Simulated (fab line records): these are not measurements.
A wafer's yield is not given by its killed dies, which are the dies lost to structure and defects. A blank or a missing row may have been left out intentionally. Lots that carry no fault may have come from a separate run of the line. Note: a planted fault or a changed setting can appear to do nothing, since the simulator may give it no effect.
2 desks, one fault + flow gf180mcu + what lay behind the numbers comes last; until then each desk has only its own

DESK OF THE TOOL OWNER: plasma_asher-01
The tool's own readings at GF_VT_IMPLANT_STRIP_31 (strips in O2/N2): means of the sampled wafers that have a number, for each lot that ran on this tool. If a lot's mean is further than 4 standard deviations from the usual mean, the lot is out of limits and carries the mark OUT (the distance appears in the brackets).
Columns: A = drypump_motor_current_A at GF_VT_IMPLANT_STRIP_31, usual 5.72 A; B = heater_power_w at GF_VT_IMPLANT_STRIP_31, usual 317 W; C = oes_product_au at GF_VT_IMPLANT_STRIP_31, usual 0.716 a.u.; D = platen_temp_c at GF_VT_IMPLANT_STRIP_31, usual 249.97 C; E = strip_time_to_endpoint_s at GF_VT_IMPLANT_STRIP_31, usual 12.63 s
| lot  | first seen here | A    | B   | C                | D                | E               |
|------|-----------------|------|-----|------------------|------------------|-----------------|
| L141 | day 6 20:41     | 5.69 | 296 | 0.714            | 250.01           | 12.66           |
| L142 | day 7 02:05     | 5.71 | 301 | 0.717            | 249.91           | 12.57           |
| L143 | day 7 12:08     | 5.81 | 314 | 0.719            | 250.05           | 12.60           |
| L155 | day 10 16:17    | 5.83 | 305 | 0.691 (-5.6) OUT | 246.57 (-20) OUT | 13.39 (+19) OUT |
| L156 | day 10 21:28    | 5.70 | 293 | 0.691 (-5.5) OUT | 246.91 (-18) OUT | 13.43 (+21) OUT |
This desk's verdict: out of limits on L155, L156, starting with L155 at day 10 16:17 (oes_product_au at GF_VT_IMPLANT_STRIP_31). L141, L142, L143: within limits.

METROLOGY DESK
What the gauges read for every lot (on any tool): the sampled wafers with a number, averaged. If a lot's mean is further than 4 standard deviations from the usual mean, the lot is out of limits and carries the mark OUT (the distance appears in the brackets).
Columns: A = cd_nm at GF_STI_CD_MEAS_12, usual 219.9 nm; B = SAB_CVD_00_THK at GF_SAB_THK_MEAS_01, usual 50.3 nm
| lot  | first seen here | A     | B    |
|------|-----------------|-------|------|
| L141 | day 2 01:38     | 219.5 | 49.6 |
| L142 | day 2 06:32     | 222.2 | 50.9 |
| L143 | day 2 13:28     | 220.6 | 49.5 |
| L144 | day 2 17:17     | 219.1 | 50.2 |
| L145 | day 2 22:11     | 222.6 | 50.3 |
| L147 | day 3 09:35     | 219.6 | 50.8 |
| L155 | day 5 01:37     | 221.8 | 50.7 |
| L156 | day 5 06:18     | 218.2 | 49.9 |
| L158 | day 5 17:07     | 218.0 | 50.5 |
| L161 | day 6 09:25     | 220.5 | 50.6 |
| L162 | day 6 13:52     | 220.0 | 49.7 |
| L163 | day 6 18:16     | 219.2 | 49.7 |
| L164 | day 6 23:59     | 220.4 | 50.6 |
This desk found nothing out of limits on any of the 13 lots.

TAKEN TOGETHER
On L155, L156, at day 10 16:17, an alarm was possible from the tool owner's desk.
Metrology desk: nothing out of limits seen.
The metrology desk holds a record of L155, L156, inside its limits.
Every lot named ran GF_VT_IMPLANT_STRIP_31 on plasma_asher-01.

WHAT HAD BEEN PUT IN BY THE SIMULATOR
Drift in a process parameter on plasma_asher-01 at GF_VT_IMPLANT_STRIP_31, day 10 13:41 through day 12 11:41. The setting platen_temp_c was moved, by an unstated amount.
Lots struck among those shown: L155, L156.
Time in hours from fault onset to the first out-of-limits reading at each desk: the tool owner's desk, 3.
